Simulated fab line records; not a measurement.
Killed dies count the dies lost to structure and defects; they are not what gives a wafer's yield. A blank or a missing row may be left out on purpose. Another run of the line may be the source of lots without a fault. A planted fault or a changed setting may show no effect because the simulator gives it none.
A lot that was struck, set against a sound lot / flow sky130 / 18 out of 708 route steps
Sound: the wafers L452.2, L452.4, L452.6. Struck: wafers L461.1, L461.3, L461.4. The cause is given at the end.
Order at every step that has rows: each side's tool, ch and its chambers, its first start. Under that, the readings that differ: sound wafers / struck wafers / difference of the means / sigmas: that difference in standard deviations of wafers without a fault.
alike: readings whose means differ by less than 2 such deviations, and words and numbers that are the same on both sides. not compared: withheld readings, readings that some wafer has no value for, bounds like >300 that may hide the same value, and numbers for which the record gives no deviation and whose values overlap.
The two part at a step that has a row with sigmas, a row that says differs or no value, or rows on one side only. Non-overlapping numbers with no deviation appear without sigmas and do not part them. A reading that every wafer of one side lacks parts them only if that side has two wafers or more.

first, 2 steps without rows for these wafers: SKY_NWELL_PEB_08; SKY_NWELL_DEVELOP_09 (develop time 60 s).
SKY_NWELL_OVL_MEAS_10:
  sound on overlay-01, day 4 20:50; struck on overlay-02, day 7 00:23
  alike: NWELL_00_OVL
then, 3 steps without rows for these wafers: SKY_NWELL_IMPLANT_11; SKY_NWELL_IMPLANT_12; SKY_NWELL_IMPLANT_13.
SKY_NWELL_STRIP_14: strips in O2/N2.
  sound on plasma asher-01 ch 0, day 4 21:19; struck on plasma asher-04 ch 0,1, day 7 00:52
  alike: drypump motor current A, oes product au, strip time to endpoint s
  not compared: rf hours counter h
SKY_NWELL_TW_MEAS_15:
  sound on film metro-02, day 4 21:25; struck on film metro-04, day 7 00:58
  alike: NWELL_TW
then, 4 steps without rows for these wafers: SKY_NWELL_DEHYDRATE_16 (time 60 s); SKY_NWELL_HMDS_17 (prime time 60 s); SKY_NWELL_COAT_18 (resist thk 3000 nm); SKY_NWELL_SOFTBAKE_19.
SKY_NWELL_EXPOSE_20: exposes mask NWM COMPLEMENT, target cd 840 nm.
  sound on iline stepper-02 ch 0, day 5 05:47; struck on iline stepper-01 ch 0, day 7 11:08
reading=model.NWELL.overlay x nm (nm); sound=-0.1459 -0.1459 -0.1459; struck=-110.7 -110.7 -110.7; difference=-110.6; sigmas=
  alike: mask
then, 2 steps without rows for these wafers: SKY_NWELL_PEB_21; SKY_NWELL_DEVELOP_22 (develop time 60 s).
SKY_NWELL_OVL_MEAS_23:
  sound on overlay-01, day 5 14:59; struck on overlay-01, day 7 21:02
reading=NWELL_01_OVL (nm); sound=2.5 0.6 1.3; struck=-110.0 -110.8 -111.6; difference=-112.3; sigmas=-94
after that, 1 step had no rows for these wafers: SKY_NWELL_IMPLANT_24.
-- the record jumps here: 41 days lie between the struck wafers' starts before and after (it left off in module NWELL and takes up again in module PAD_OPEN, whose first step shown is number 708 of the route) --
SKY_PAD_OPEN_PROBE_99:
  sound on prober-02, day 46 08:40; struck on prober-01, day 48 11:56
reading=model.etest.pfet_16v.r on ohm um; sound=1.485e+04 1.491e+04 1.499e+04; struck=1.348e+04 1.342e+04 1.359e+04; difference=-1.420e+03; sigmas=
reading=model.etest.nfet_16v.r on ohm um; sound=1.372e+04 1.368e+04 1.38e+04; struck=1.322e+04 1.301e+04 1.308e+04; difference=-6.300e+02; sigmas=
reading=model.etest.pfet_16v.drive ua um; sound=247.2 244.8 241.6; struck=271.2 271.9 272.1; difference=+27.2; sigmas=
reading=model.etest.nfet_16v.drive ua um; sound=224 226.6 223.1; struck=227.7 233.4 232.5; difference=+6.6; sigmas=
  alike: killed_at_M0_to_M3, killed_at_M4_up, killed at contacts, killed at front end, killed at other, killed dies, killed open, killed short

== WHERE THEY PART ==
Within this record, at SKY_NWELL_OVL_MEAS_23 only. Later steps at which nothing parts them and some readings are alike: SKY_PAD_OPEN_PROBE_99.

WHY: what the simulator had put in
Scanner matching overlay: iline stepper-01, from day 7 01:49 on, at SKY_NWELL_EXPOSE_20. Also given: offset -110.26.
